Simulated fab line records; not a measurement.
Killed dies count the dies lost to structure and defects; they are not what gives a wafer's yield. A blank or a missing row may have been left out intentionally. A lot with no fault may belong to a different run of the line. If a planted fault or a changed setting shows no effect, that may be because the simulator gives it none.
Which tool was responsible?    flow gf180mcu    6 lots, 18 wafers sampled, at 3 steps of a route of 602

== WHAT THE GAUGES READ, wafer by wafer ==
GF_VT_IMPLANT_TW_MEAS_43.
lot   measured      on             VT_IMPLANT_4_TW
L214  day 9 08:11   film_metro-01  688 693 689
L216  day 9 23:11   film_metro-03  689 689 693
L218  day 10 11:32  film_metro-03  699 701 695
L220  day 10 21:01  film_metro-03  774 776 774
L228  day 13 06:43  film_metro-02  683 688 682
L231  day 14 12:54  film_metro-01  691 691 691

== TOOL THAT RAN EACH LOT (tool first, then ch and the chambers of the sampled wafers, then the start) ==
lot   GF_VT_IMPLANT_IMPLANT_41         GF_VT_IMPLANT_STRIP_42
L214  implanter-02 ch 0, day 9 07:56   plasma_asher-02 ch 0,1, day 9 08:05
L216  implanter-02 ch 0, day 9 22:58   plasma_asher-03 ch 0,1, day 9 23:06
L218  implanter-01 ch 0, day 10 11:18  plasma_asher-02 ch 0,1, day 10 11:26
L220  implanter-02 ch 0, day 10 20:46  plasma_asher-02 ch 0,1, day 10 20:55
L228  implanter-03 ch 0, day 13 06:28  plasma_asher-01 ch 0,1, day 13 06:37
L231  implanter-01 ch 0, day 14 12:41  plasma_asher-01 ch 0,1, day 14 12:49
- GF_VT_IMPLANT_IMPLANT_41
- GF_VT_IMPLANT_STRIP_42: strips in O2/N2.

== THE ANSWER, worked out from the rows above alone ==
Rule: usual is defined by the lots themselves. Put in order of their means at a reading, lots are off if they are a third of the lots or fewer, leave a main group of 4 or more, and stand apart from it by a gap of 3 or more times the standard deviation of the main group's means; of several such gaps the widest counts. If all means in a main group match to the digits the tables above print for the reading, that group is not used. A lot without any number at a reading at which 4 lots or more have one is off too. The other lots that the step has rows for count as sound.
Off: L220, seen at GF_VT_IMPLANT_TW_MEAS_43 (VT_IMPLANT_4_TW). The main group has a mean of 691 with a standard deviation of 4.5.
If a tool, at a process step before that reading, ran all the lots that are off and no sound lot after the first of them, it fits. The gauges at GF_VT_IMPLANT_TW_MEAS_43 are tried like those tools. Can't be told from this: 3 tools fit, implanter-02 at GF_VT_IMPLANT_IMPLANT_41, plasma_asher-02 at GF_VT_IMPLANT_STRIP_42, film_metro-03 at GF_VT_IMPLANT_TW_MEAS_43.

== WHAT HAD BEEN PUT IN BY THE SIMULATOR ==
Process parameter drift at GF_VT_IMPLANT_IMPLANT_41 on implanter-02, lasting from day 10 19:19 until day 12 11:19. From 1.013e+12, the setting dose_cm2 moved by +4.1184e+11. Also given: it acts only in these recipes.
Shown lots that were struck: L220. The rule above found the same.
